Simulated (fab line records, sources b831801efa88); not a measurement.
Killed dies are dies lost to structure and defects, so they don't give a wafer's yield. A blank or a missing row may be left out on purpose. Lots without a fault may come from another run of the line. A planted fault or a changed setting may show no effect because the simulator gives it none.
fab line records | flow sky130
record lots=12 wafers=36 last_day=50
route steps=708 shown VIA3@593 METAL5@666 PASSIVATION@681 PAD_OPEN@708
lots that met no fault: from a run of the same line without faults
start_h: hours from the record's first day to the start of the lot's first wafer shown | wait_h: hours since the lot's step before | " the same as in the row above | L1.1+2: a row that stands for several wafers | - no value, or no start given | * or withheld: withheld | < > ~ a bound
route shown NAME@n: a module of which the file shows steps, and the number in the route of the first | usual: mean/standard deviation of fault-free wafers | same: alike in all rows | chamber/n: place in a boat | sites: the reading at each site | _std_site: their standard deviation | _edge_site: outer sites' mean less inner sites' | radius_mm: how far each site lies from the wafer's centre | mask NAME#n: copy n | behind: the tool/chamber that last shaped the wafer | hold: why the lot was held/for how many hours/how that ended | device: the transistor (n, p or np) that didn't switch | end of line: the same wafers' tests at the end of the route | a step without rows: its recipe alone | killed: dies lost to structure and defects at the first sort, not the wafer's yield | map: a wafer's dies, x killed, . not, _ none there
set.NAME: the setting as run; set.NAME@STEP: as run at that earlier step | model.NAME: the simulator's own value behind a step, which no gauge read
steps of the route over a sample of lots; a table a step, a row a wafer
services: from which hour (start_h, from the record's first day; less than 0 if before it) a tool's chamber was out of use, for how many hours, and why
## steps
# step SKY_VIA3_SPUTTER_20
# recipe material=TiN target_thk_nm=20 chamber_pressure_pa=5 power_w=4000 time_s=80
# usual throttle_valve_pct=29.5/0.82
# columns lot.wafer tool chamber start_h wait_h throttle_valve_pct
L781.3 pvd_sputter-03 - 945.28 0.0 29.6
L781.4 " - " " 30.1
L781.5 " - " " 29.3
L782.2 pvd_sputter-03 - 958.99 0.0 29.0
L782.5 " - " " 29.5
L782.6 " - " " 30.3
L784.3 pvd_sputter-03 - 982.64 0.0 29.4
L784.4 " - " " 29.1
L784.6 " - " " 28.3
L785.1 pvd_sputter-02 - 983.74 0.0 30.8
L785.3 " - " " 31.5
L785.5 " - " " 30.3
L787.1 pvd_sputter-01 - 985.30 0.0 28.7
L787.4 " - " " 29.8
L787.6 " - " " 28.6
L786.1 pvd_sputter-02 - 986.25 0.0 31.6
L786.2 " - " " 30.1
L786.6 " - " " 31.6
L788.2 pvd_sputter-03 - 991.09 0.0 30.3
L788.3 " - " " 28.2
L788.5 " - " " 29.4
L793.1 pvd_sputter-03 - 1023.13 0.0 28.3
L793.5 " - " " 29.2
L793.6 " - " " 30.2
L795.1 pvd_sputter-03 - 1030.85 0.0 28.2
L795.3 " - " " 29.1
L795.6 " - " " 29.4
L797.2 pvd_sputter-03 - 1043.85 0.0 29.0
L797.4 " - " " 28.4
L797.5 " - " " 30.4
L798.3 pvd_sputter-01 - 1061.32 0.0 29.6
L798.4 " - " " 28.5
L798.6 " - " " 29.4
L799.2 pvd_sputter-03 - 1065.79 0.0 29.8
L799.4 " - " " 29.4
L799.5 " - " " 29.9
# step SKY_METAL5_RS_MEAS_05
# recipe thk_meas_gauge=four-point-probe reads=TiN_of_METAL5_SPUTTER_04+Ti_of_METAL5_SPUTTER_03+AlCu_of_METAL5_SPUTTER_02+TiN_of_METAL5_SPUTTER_01+Ti_of_METAL5_SPUTTER_00
# usual METAL5_ALCU_RS=0.02694/0.00025
# columns lot.wafer tool chamber start_h wait_h METAL5_ALCU_RS[ohm/sq]
L781.3 film_metro-03 - 1019.34 0.1 0.02696
L781.4 " - " " 0.02662
L781.5 " - " " 0.02691
L782.2 film_metro-04 - 1032.92 0.0 0.02722
L782.5 " - " " 0.02717
L782.6 " - " " 0.02689
L784.3 film_metro-03 - 1055.46 0.1 0.02676
L784.4 " - " " 0.02699
L784.6 " - " " 0.02684
L785.1 film_metro-03 - 1055.72 0.0 0.0269
L785.3 " - " " 0.02688
L785.5 " - " " 0.02714
L787.1 film_metro-04 - 1055.91 0.0 0.02697
L787.4 " - " " 0.02693
L787.6 " - " " 0.02703
L786.1 film_metro-04 - 1058.65 0.0 0.02654
L786.2 " - " " 0.02641
L786.6 " - " " 0.02667
L788.2 film_metro-04 - 1063.06 0.0 0.02735
L788.3 " - " " 0.02731
L788.5 " - " " 0.02735
L793.1 film_metro-02 - 1091.13 0.0 0.02721
L793.5 " - " " 0.02707
L793.6 " - " " 0.02678
L795.1 film_metro-03 - 1100.06 0.0 0.02672
L795.3 " - " " 0.0267
L795.6 " - " " 0.02676
L797.2 film_metro-04 - 1109.78 0.0 0.02668
L797.4 " - " " 0.02678
L797.5 " - " " 0.02661
L798.3 film_metro-04 - 1128.69 0.1 0.02695
L798.4 " - " " 0.02695
L798.6 " - " " 0.02696
L799.2 film_metro-04 - 1132.87 0.0 0.02722
L799.4 " - " " 0.02754
L799.5 " - " " 0.02773
# step SKY_METAL5_METAL_ETCH_15
# recipe target_depth_a=12600 stop_on=SiO2 over_etch_frac=0.2 time_s=252 chemistry=Cl2/BCl3 resist_sidewall_deg=86 pressure_mtorr=10 icp_w=900 bias_w=48.5 Cl2_flow_sccm=60 bcl3_flow_sccm=30
# usual drypump_motor_current_A=5.49/0.16 oes_product_au=0.894/0.0043 throttle_valve_pct=22.264/0.0081
# columns lot.wafer tool chamber start_h wait_h drypump_motor_current_A oes_product_au rf_hours_counter_h throttle_valve_pct
L781.3 rie_metal-04 0 1041.30 0.1 5.64 0.898 - 22.259
L781.4 " 1 " " 5.44 0.889 - 22.273
L781.5 " 1 " " 5.49 0.890 - 22.254
L782.2 rie_metal-02 1 1054.47 0.0 5.72 0.886 15 22.267
L782.5 " 0 " " 5.41 0.891 - 22.259
L782.6 " 1 " " 5.72 0.893 - 22.260
L784.3 rie_metal-02 0 1076.51 0.1 5.43 0.894 - 22.263
L784.4 " 1 " " 5.74 0.892 - 22.275
L784.6 " 0 " " 5.43 0.900 - 22.270
L785.1 rie_metal-04 0 1076.67 0.0 5.65 0.894 3 22.263
L785.3 " 0 " " 5.64 0.896 - 22.277
L785.5 " 1 " " 5.53 0.888 - 22.266
L787.1 rie_metal-03 1 1076.77 0.1 5.45 0.894 25 22.268
L787.4 " 1 " " 5.48 0.897 - 22.263
L787.6 " 1 " " 5.48 0.896 - 22.259
L786.1 rie_metal-04 0 1079.18 0.0 5.64 0.896 3 22.258
L786.2 " 1 " " 5.50 0.891 11 22.262
L786.6 " 1 " " 5.52 0.895 - 22.267
L788.2 rie_metal-03 0 1084.53 0.0 5.21 0.898 1 22.254
L788.3 " 0 " " 5.21 0.896 - 22.256
L788.5 " 1 " " 5.53 0.891 - 22.257
L793.1 rie_metal-03 1 1111.38 0.0 5.46 0.891 28 22.278
L793.5 " 0 " " 5.22 0.896 - 22.255
L793.6 " 1 " " 5.49 0.891 - 22.255
L795.1 rie_metal-03 0 1121.16 0.1 5.21 0.894 4 22.259
L795.3 " 0 " " 5.21 0.890 - 22.259
L795.6 " 0 " " 5.21 0.891 - 22.256
L797.2 rie_metal-04 0 1129.88 0.0 5.63 0.899 7 22.272
L797.4 " 0 " " 5.64 0.890 - 22.265
L797.5 " 0 " " 5.62 0.891 - 22.271
L798.3 rie_metal-03 1 1146.70 0.1 5.45 0.898 - 22.272
L798.4 " 0 " " 5.23 0.901 - 22.269
L798.6 " 0 " " 5.23 0.903 - 22.271
L799.2 rie_metal-03 1 1151.52 0.0 5.51 0.890 1 22.275
L799.4 " 0 " " 5.22 0.890 - 22.269
L799.5 " 0 " " 5.22 0.902 - 22.259
# step SKY_PASSIVATION_CVD_00
# recipe material=SiO2 target_thk_nm=90 temp_c=400 time_s=withheld rf_w=600
# usual heater_power_w=742/170
# columns lot.wafer tool chamber start_h wait_h heater_power_w
L781.3 pecvd-02 2 1042.05 0.0 636
L781.4 " 1 " " 982
L781.5 " 2 " " 611
L782.2 pecvd-02 1 1055.34 0.0 973
L782.5 " 1 " " 984
L782.6 " 0 " " 592
L784.3 pecvd-02 1 1077.36 0.0 982
L784.4 " 1 " " 1020
L784.6 " 2 " " 563
L785.1 pecvd-01 0 1077.51 0.0 837
L785.3 " 2 " " 675
L785.5 " 1 " " 731
L787.1 pecvd-01 1 1077.87 0.0 625
L787.4 " 0 " " 788
L787.6 " 1 " " 635
L786.1 pecvd-02 2 1080.01 0.0 520
L786.2 " 1 " " 1048
L786.6 " 0 " " 504
L788.2 pecvd-02 0 1085.36 0.0 647
L788.3 " 1 " " 976
L788.5 " 1 " " 964
L793.1 pecvd-02 1 1112.25 0.0 1091
L793.5 " 0 " " 503
L793.6 " 2 " " 613
L795.1 pecvd-01 0 1122.22 0.0 815
L795.3 " 2 " " 636
L795.6 " 1 " " 739
L797.2 pecvd-03 1 1130.71 0.0 944
L797.4 " 2 " " 665
L797.5 " 1 " " 923
L798.3 pecvd-02 1 1147.49 0.0 976
L798.4 " 1 " " 1010
L798.6 " 2 " " 558
L799.2 pecvd-03 1 1152.35 0.0 917
L799.4 " 2 " " 579
L799.5 " 1 " " 939
# step SKY_PAD_OPEN_PROBE_99
# usual defect_limited_yield=82.3/2.1 killed_at_M0_to_M3=43/7.4 killed_at_M4_up=3.1/1.8 killed_at_contacts=26/5.6 killed_at_front_end=15/4.9 killed_at_other=0.2/0.44 killed_dies=87/10 killed_open=48/7.6 killed_short=39/6.2 sort_bin_3_pad_short=0.9/0.43 sort_bin_5_function=10.5/1.5 sort_bin_6_memory=6.3/1.2 sort_n_pass=405/10 sort_yield_pct=82.3/2.1
# same gross_dies=492 killed_at_back_side=0 sort_bin_4_leakage[%]=0 sort_bin_8_speed[%]=0
# columns lot.wafer tool chamber start_h wait_h defect_limited_yield[%] killed_at_M0_to_M3 killed_at_M4_up killed_at_contacts killed_at_front_end killed_at_other killed_dies killed_open killed_short sort_bin_3_pad_short[%] sort_bin_5_function[%] sort_bin_6_memory[%] sort_n_pass sort_yield_pct[%]
L781.3 prober-01 - 1087.11 0.2 78.0 60 5 23 20 0 108 52 56 1.0 11.2 9.8 384 78.0
L781.4 prober-01 - 1087.16 0.2 81.5 51 1 27 12 0 91 51 39 1.0 11.2 6.3 401 81.5
L781.5 prober-01 - 1087.21 0.2 81.7 42 0 24 24 0 90 46 44 1.2 9.6 7.5 402 81.7
L782.2 prober-02 - 1100.10 0.1 79.3 44 2 33 23 0 102 60 42 1.2 12.0 7.5 390 79.3
L782.5 prober-02 - 1100.25 0.2 82.1 41 2 36 9 0 88 51 37 1.4 10.0 6.5 404 82.1
L782.6 prober-02 - 1100.30 0.2 82.9 34 5 30 14 1 84 50 34 1.0 9.3 6.7 408 82.9
L784.3 prober-02 - 1121.16 0.2 79.5 54 2 26 19 0 101 55 45 0.6 12.8 7.1 391 79.5
L784.4 prober-02 - 1121.21 0.2 84.8 42 2 22 9 0 75 43 31 0.6 8.9 5.7 417 84.8
L784.6 prober-02 - 1121.31 0.2 82.3 41 1 25 20 0 87 49 38 0.8 10.4 6.5 405 82.3
L785.1 prober-01 - 1121.85 0.1 80.9 30 2 30 32 0 94 57 35 0.2 11.6 7.3 398 80.9
L785.3 prober-01 - 1121.95 0.2 81.9 40 3 19 27 0 89 46 41 1.4 11.4 5.3 403 81.9
L785.5 prober-01 - 1122.05 0.2 84.1 30 1 31 15 1 78 42 35 0.6 9.1 6.1 414 84.1
L787.1 prober-02 - 1122.56 0.1 81.9 32 6 31 20 0 89 46 43 1.2 8.9 7.9 403 81.9
L787.4 prober-02 - 1122.71 0.2 85.2 30 2 23 17 1 73 35 37 1.0 10.0 3.9 419 85.2
L787.6 prober-02 - 1122.81 0.2 82.7 48 3 15 19 0 85 43 42 0.6 11.0 5.7 407 82.7
L786.1 prober-02 - 1123.48 0.1 82.9 45 3 21 15 0 84 42 42 0.6 9.3 7.1 408 82.9
L786.2 prober-02 - 1123.53 0.1 81.3 54 1 30 7 0 92 44 48 0.6 12.4 5.7 400 81.3
L786.6 prober-02 - 1123.73 0.2 85.4 33 2 21 16 0 72 32 40 1.2 9.1 4.3 420 85.4
L788.2 prober-02 - 1128.96 0.1 86.0 33 3 20 13 0 69 37 32 0.6 7.3 6.1 423 86.0
L788.3 prober-02 - 1129.01 0.2 77.8 56 1 27 25 0 109 67 41 0.8 12.8 8.5 383 77.8
L788.5 prober-02 - 1129.11 0.2 81.3 42 4 28 18 0 92 49 41 0.4 12.2 6.1 400 81.3
L793.1 prober-02 - 1153.07 0.1 84.6 36 5 20 15 0 76 37 39 1.8 7.1 6.5 416 84.6
L793.5 prober-02 - 1153.27 0.2 83.1 50 5 19 9 0 83 44 39 0.8 10.0 6.1 409 83.1
L793.6 prober-02 - 1153.32 0.2 80.1 49 3 28 17 1 98 59 39 1.0 11.2 7.7 394 80.1
L795.1 prober-02 - 1160.97 0.1 82.9 44 1 22 17 0 84 41 43 0.8 11.4 4.9 408 82.9
L795.3 prober-02 - 1161.07 0.2 79.9 48 3 29 18 1 99 55 43 0.8 12.2 7.1 393 79.9
L795.6 prober-02 - 1161.22 0.2 82.1 38 5 32 12 1 88 49 39 0.8 10.6 6.5 404 82.1
L797.2 prober-02 - 1169.21 0.1 80.7 55 2 21 17 0 95 50 45 0.4 12.2 6.7 397 80.7
L797.4 prober-02 - 1169.31 0.2 81.7 47 1 28 14 0 90 54 36 0.8 11.6 5.9 402 81.7
L797.5 prober-02 - 1169.36 0.2 73.0 99 2 20 12 0 133 40 36 4.1 15.7 7.3 359 73.0
L798.3 prober-01 - 1184.20 0.2 83.5 31 1 22 27 0 81 41 39 1.0 8.7 6.7 411 83.5
L798.4 prober-01 - 1184.25 0.2 81.9 37 3 35 14 0 89 57 30 1.2 10.6 6.3 403 81.9
L798.6 prober-01 - 1184.35 0.2 80.5 49 2 25 20 0 96 59 36 0.2 12.4 6.9 396 80.5
L799.2 prober-02 - 1188.43 0.1 72.4 102 2 20 12 0 136 43 31 4.1 17.7 5.9 356 72.4
L799.4 prober-02 - 1188.53 0.2 81.3 42 7 19 24 0 92 55 37 1.0 11.8 5.9 400 81.3
L799.5 prober-02 - 1188.58 0.2 73.6 103 0 17 10 0 130 38 30 4.1 16.7 5.7 362 73.6
# killed by level:class
L781.3 VIA2:geometric_particle:open=10 VIA1:geometric_particle:open=10 METAL1:geometric_particle:short=8 VIA1:geometric_particle:short=8 CONTACT:geometric_particle:open=7 METAL2:geometric_particle:short=7 VIA3:geometric_particle:open=7 POLY_GATE:geometric_particle:short=6
L781.4 LI_CONTACT:geometric_particle:open=12 CONTACT:geometric_particle:open=10 FIELD_ISO:geometric_particle:open=7 METAL2:geometric_particle:short=7 METAL1:geometric_particle:short=6 VIA3:geometric_particle:open=6 VIA1:geometric_particle:open=5 VIA1:geometric_particle:short=5
L781.5 CONTACT:geometric_particle:open=11 FIELD_ISO:geometric_particle:short=8 VIA1:geometric_particle:open=8 VIA1:geometric_particle:short=7 METAL1:geometric_particle:short=7 LI_CONTACT:geometric_particle:open=6 POLY_GATE:geometric_particle:short=5 POLY_GATE:geometric_particle:open=4
L782.2 VIA2:geometric_particle:open=10 VIA3:geometric_particle:open=10 FIELD_ISO:geometric_particle:short=9 LI_CONTACT:geometric_particle:open=9 CONTACT:geometric_particle:open=8 VIA1:geometric_particle:open=8 LOCAL_INTERCONNECT:geometric_particle:short=7 FIELD_ISO:geometric_particle:open=6
L782.5 CONTACT:geometric_particle:open=12 VIA1:geometric_particle:open=9 LI_CONTACT:geometric_particle:open=8 VIA3:geometric_particle:open=7 VIA2:geometric_particle:open=7 LOCAL_INTERCONNECT:geometric_particle:short=6 LI_CONTACT:geometric_particle:short=5 METAL2:geometric_particle:short=5
L782.6 CONTACT:geometric_particle:open=13 VIA3:geometric_particle:open=11 LOCAL_INTERCONNECT:geometric_particle:short=6 FIELD_ISO:geometric_particle:open=5 VIA1:geometric_particle:open=5 CONTACT:geometric_particle:short=5 VIA3:geometric_particle:short=5 LI_CONTACT:geometric_particle:open=4
L784.3 VIA1:geometric_particle:open=13 VIA2:geometric_particle:open=9 CONTACT:geometric_particle:open=8 VIA3:geometric_particle:open=7 METAL1:geometric_particle:short=7 FIELD_ISO:geometric_particle:short=6 LI_CONTACT:geometric_particle:open=6 CONTACT:geometric_particle:short=6
L784.4 VIA1:geometric_particle:open=10 CONTACT:geometric_particle:open=9 VIA2:geometric_particle:open=8 LI_CONTACT:geometric_particle:open=6 METAL1:geometric_particle:short=4 LOCAL_INTERCONNECT:geometric_particle:short=4 VIA3:geometric_particle:open=4 VIA2:geometric_particle:short=4
L784.6 CONTACT:geometric_particle:open=11 FIELD_ISO:geometric_particle:short=9 VIA1:geometric_particle:open=9 VIA2:geometric_particle:open=9 LI_CONTACT:geometric_particle:open=7 METAL1:geometric_particle:short=6 VIA1:geometric_particle:short=5 CONTACT:geometric_particle:short=4
L785.1 CONTACT:geometric_particle:open=14 FIELD_ISO:geometric_particle:open=10 VIA2:geometric_particle:open=8 LOCAL_INTERCONNECT:geometric_particle:short=7 POLY_GATE:geometric_particle:open=5 VIA3:geometric_particle:open=5 FIELD_ISO:geometric_particle:short=4 POLY_GATE:geometric_particle:short=4
L785.3 VIA2:geometric_particle:open=8 FIELD_ISO:geometric_particle:open=6 LI_CONTACT:geometric_particle:open=6 VIA1:geometric_particle:open=6 METAL2:geometric_particle:short=6 FIELD_ISO:geometric_particle:short=5 POLY_GATE:geometric_particle:open=5 CONTACT:geometric_particle:open=5
L785.5 CONTACT:geometric_particle:open=12 LI_CONTACT:geometric_particle:open=11 FIELD_ISO:geometric_particle:short=9 VIA2:geometric_particle:open=7 CONTACT:geometric_particle:short=5 METAL2:geometric_particle:short=5 VIA2:geometric_particle:short=3 VIA1:geometric_particle:open=3
L787.1 CONTACT:geometric_particle:open=12 POLY_GATE:geometric_particle:short=7 LI_CONTACT:geometric_particle:open=7 VIA1:geometric_particle:open=7 FIELD_ISO:geometric_particle:short=5 LOCAL_INTERCONNECT:geometric_particle:short=5 VIA2:geometric_particle:open=5 METAL4:geometric_particle:short=5
L787.4 LI_CONTACT:geometric_particle:open=8 VIA1:geometric_particle:short=7 VIA1:geometric_particle:open=7 VIA3:geometric_particle:open=7 LOCAL_INTERCONNECT:geometric_particle:short=5 CONTACT:geometric_particle:short=5 FIELD_ISO:geometric_particle:short=4 CONTACT:geometric_particle:open=4
L787.6 VIA1:geometric_particle:open=10 VIA2:geometric_particle:open=9 VIA3:geometric_particle:open=8 FIELD_ISO:geometric_particle:short=7 VIA1:geometric_particle:short=7 CONTACT:geometric_particle:open=7 LOCAL_INTERCONNECT:geometric_particle:short=4 VIA3:geometric_particle:short=4
L786.1 METAL1:geometric_particle:short=11 CONTACT:geometric_particle:open=10 VIA3:geometric_particle:open=7 POLY_GATE:geometric_particle:short=6 VIA1:geometric_particle:open=6 FIELD_ISO:geometric_particle:open=4 LI_CONTACT:geometric_particle:open=4 VIA2:geometric_particle:short=3
L786.2 CONTACT:geometric_particle:open=10 VIA1:geometric_particle:open=9 METAL1:geometric_particle:short=8 LOCAL_INTERCONNECT:geometric_particle:short=8 VIA2:geometric_particle:open=7 CONTACT:geometric_particle:short=6 VIA3:geometric_particle:short=5 METAL3:geometric_particle:short=5
L786.6 FIELD_ISO:geometric_particle:short=7 METAL2:geometric_particle:short=6 LI_CONTACT:geometric_particle:open=6 CONTACT:geometric_particle:open=6 VIA2:geometric_particle:open=4 LOCAL_INTERCONNECT:geometric_particle:short=4 VIA1:geometric_particle:open=4 VIA1:geometric_particle:short=4
L788.2 VIA1:geometric_particle:open=10 CONTACT:geometric_particle:open=9 VIA1:geometric_particle:short=6 FIELD_ISO:geometric_particle:open=4 CONTACT:geometric_particle:short=4 METAL1:geometric_particle:short=4 VIA2:geometric_particle:open=4 VIA3:geometric_particle:open=4
L788.3 VIA1:geometric_particle:open=12 CONTACT:geometric_particle:open=9 POLY_GATE:geometric_particle:open=9 METAL3:geometric_particle:short=8 LI_CONTACT:geometric_particle:open=7 VIA3:geometric_particle:open=7 VIA1:geometric_particle:short=6 FIELD_ISO:geometric_particle:open=5
L788.5 VIA1:geometric_particle:open=13 CONTACT:geometric_particle:open=12 METAL2:geometric_particle:short=7 VIA3:geometric_particle:open=5 FIELD_ISO:geometric_particle:short=4 FIELD_ISO:geometric_particle:open=4 POLY_GATE:geometric_particle:short=4 LOCAL_INTERCONNECT:geometric_particle:short=4
L793.1 VIA3:geometric_particle:open=12 CONTACT:geometric_particle:open=7 FIELD_ISO:geometric_particle:short=5 FIELD_ISO:geometric_particle:open=4 POLY_GATE:geometric_particle:short=4 LOCAL_INTERCONNECT:geometric_particle:short=4 VIA1:geometric_particle:open=4 METAL2:geometric_particle:short=4
L793.5 VIA1:geometric_particle:open=12 VIA2:geometric_particle:open=8 METAL2:geometric_particle:short=7 CONTACT:geometric_particle:open=6 METAL1:geometric_particle:short=5 VIA2:geometric_particle:short=4 LOCAL_INTERCONNECT:geometric_particle:short=4 CONTACT:geometric_particle:short=4
L793.6 VIA2:geometric_particle:open=12 CONTACT:geometric_particle:open=11 VIA1:geometric_particle:open=8 LI_CONTACT:geometric_particle:open=7 VIA3:geometric_particle:open=6 FIELD_ISO:geometric_particle:open=5 METAL2:geometric_particle:short=5 CONTACT:geometric_particle:short=5
L795.1 VIA1:geometric_particle:open=14 LI_CONTACT:geometric_particle:open=8 METAL2:geometric_particle:short=8 CONTACT:geometric_particle:short=6 METAL1:geometric_particle:short=5 FIELD_ISO:geometric_particle:short=4 POLY_GATE:geometric_particle:open=4 POLY_GATE:geometric_particle:short=4
L795.3 VIA1:geometric_particle:open=18 CONTACT:geometric_particle:open=11 CONTACT:geometric_particle:short=6 VIA1:geometric_particle:short=6 FIELD_ISO:geometric_particle:short=5 LI_CONTACT:geometric_particle:open=5 LOCAL_INTERCONNECT:geometric_particle:short=5 METAL1:geometric_particle:short=5
L795.6 VIA1:geometric_particle:open=15 CONTACT:geometric_particle:open=13 CONTACT:geometric_particle:short=11 LI_CONTACT:geometric_particle:open=5 VIA1:geometric_particle:short=5 FIELD_ISO:geometric_particle:open=4 METAL4:geometric_particle:short=4 POLY_GATE:geometric_particle:open=3
L797.2 VIA1:geometric_particle:open=18 METAL2:geometric_particle:short=8 CONTACT:geometric_particle:short=7 METAL1:geometric_particle:short=7 VIA1:geometric_particle:short=7 CONTACT:geometric_particle:open=6 FIELD_ISO:geometric_particle:short=4 POLY_GATE:geometric_particle:open=4
L797.4 VIA1:geometric_particle:open=12 CONTACT:geometric_particle:open=10 VIA2:geometric_particle:open=10 LOCAL_INTERCONNECT:geometric_particle:short=7 METAL2:geometric_particle:short=6 FIELD_ISO:geometric_particle:open=4 LI_CONTACT:geometric_particle:open=4 CONTACT:geometric_particle:short=4
L797.5 VIA3:unspecified=57 VIA1:geometric_particle:open=8 VIA2:geometric_particle:open=8 CONTACT:geometric_particle:open=7 VIA3:geometric_particle:open=6 VIA1:geometric_particle:short=5 LOCAL_INTERCONNECT:geometric_particle:short=4 CONTACT:geometric_particle:short=4
L798.3 POLY_GATE:geometric_particle:open=10 LI_CONTACT:geometric_particle:open=7 CONTACT:geometric_particle:open=7 METAL2:geometric_particle:short=7 VIA1:geometric_particle:short=5 VIA1:geometric_particle:open=5 FIELD_ISO:geometric_particle:open=4 POLY_GATE:geometric_particle:short=4
L798.4 CONTACT:geometric_particle:open=16 LI_CONTACT:geometric_particle:open=11 VIA1:geometric_particle:open=11 VIA3:geometric_particle:open=7 METAL2:geometric_particle:short=6 VIA1:geometric_particle:short=5 CONTACT:geometric_particle:short=4 FIELD_ISO:geometric_particle:short=3
L798.6 CONTACT:geometric_particle:open=14 VIA1:geometric_particle:open=14 METAL1:geometric_particle:short=7 VIA2:geometric_particle:open=7 FIELD_ISO:geometric_particle:short=5 FIELD_ISO:geometric_particle:open=5 POLY_GATE:geometric_particle:open=5 METAL1:geometric_particle:open=4
L799.2 VIA3:unspecified=62 VIA1:geometric_particle:open=8 CONTACT:geometric_particle:open=7 METAL2:geometric_particle:short=7 METAL1:geometric_particle:open=6 LI_CONTACT:geometric_particle:open=5 VIA2:geometric_particle:open=5 VIA3:geometric_particle:open=5
L799.4 FIELD_ISO:geometric_particle:open=10 VIA2:geometric_particle:open=10 METAL2:geometric_particle:short=9 LI_CONTACT:geometric_particle:open=8 CONTACT:geometric_particle:open=7 VIA3:geometric_particle:open=7 METAL4:geometric_particle:short=5 VIA1:geometric_particle:open=5
L799.5 VIA3:unspecified=62 VIA3:geometric_particle:open=10 VIA1:geometric_particle:open=10 CONTACT:geometric_particle:open=7 METAL1:geometric_particle:short=7 POLY_GATE:geometric_particle:short=4 LI_CONTACT:geometric_particle:open=4 METAL2:geometric_particle:short=4
## services
# columns tool chamber start_h hours kind
pvd_sputter-01 - 928.45 2.9 repair
rie_metal-03 - 931.29 1.4 pm
pvd_sputter-01 - 935.12 4.5 repair
pecvd-01 - 943.99 6.9 repair
rie_metal-04 - 957.90 1.4 pm
pvd_sputter-03 - 966.55 3.4 repair
pecvd-03 2 982.20 17.6 repair
pvd_sputter-03 2 983.45 - consumable_replace:kit
pvd_sputter-03 2 983.45 18.0 scheduled_down
pvd_sputter-03 2 983.45 18.0 vent_cycle
pecvd-03 0 992.09 3.8 repair
rie_metal-03 - 1001.81 2.8 pm
pvd_sputter-02 - 1005.81 5.8 repair
rie_metal-04 - 1009.38 4.3 pm
pecvd-01 - 1013.58 0.6 repair
rie_metal-02 0 1028.91 2.1 repair
rie_metal-04 1 1033.61 4.0 repair
pecvd-03 0 1045.84 2.2 repair
rie_metal-03 0 1055.96 21.5 repair
pecvd-01 - 1056.15 1.0 repair
rie_metal-03 - 1057.80 0.3 repair
pvd_sputter-03 - 1142.79 3.9 repair
rie_metal-04 0 1148.02 1.3 repair
pecvd-01 1 1150.87 8.7 repair
## key
first_sign step=SKY_PAD_OPEN_PROBE_99 reading=killed_at_M0_to_M3 direction=up sigmas=7.8 usual=43 struck=101
effect step=SKY_PAD_OPEN_PROBE_99 reading=sort_bin_3_pad_short direction=up sigmas=7.4 usual=0.9 struck=4.1
met_at SKY_VIA3_SPUTTER_20
struck_lots L797,L799
struck_wafers L797.5,L799.2,L799.5
not_acting_at SKY_METAL5_RS_MEAS_05,SKY_METAL5_METAL_ETCH_15,SKY_PASSIVATION_CVD_00
onset_between 1023.13 1043.85
fault kind=chamber_particle_source tool=pvd_sputter-03 chamber=- onset_h=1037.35 steps=SKY_VIA3_SPUTTER_20 rate_per_visit_cm2=1.2686 end_h=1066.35 scope=struck_wafers_only
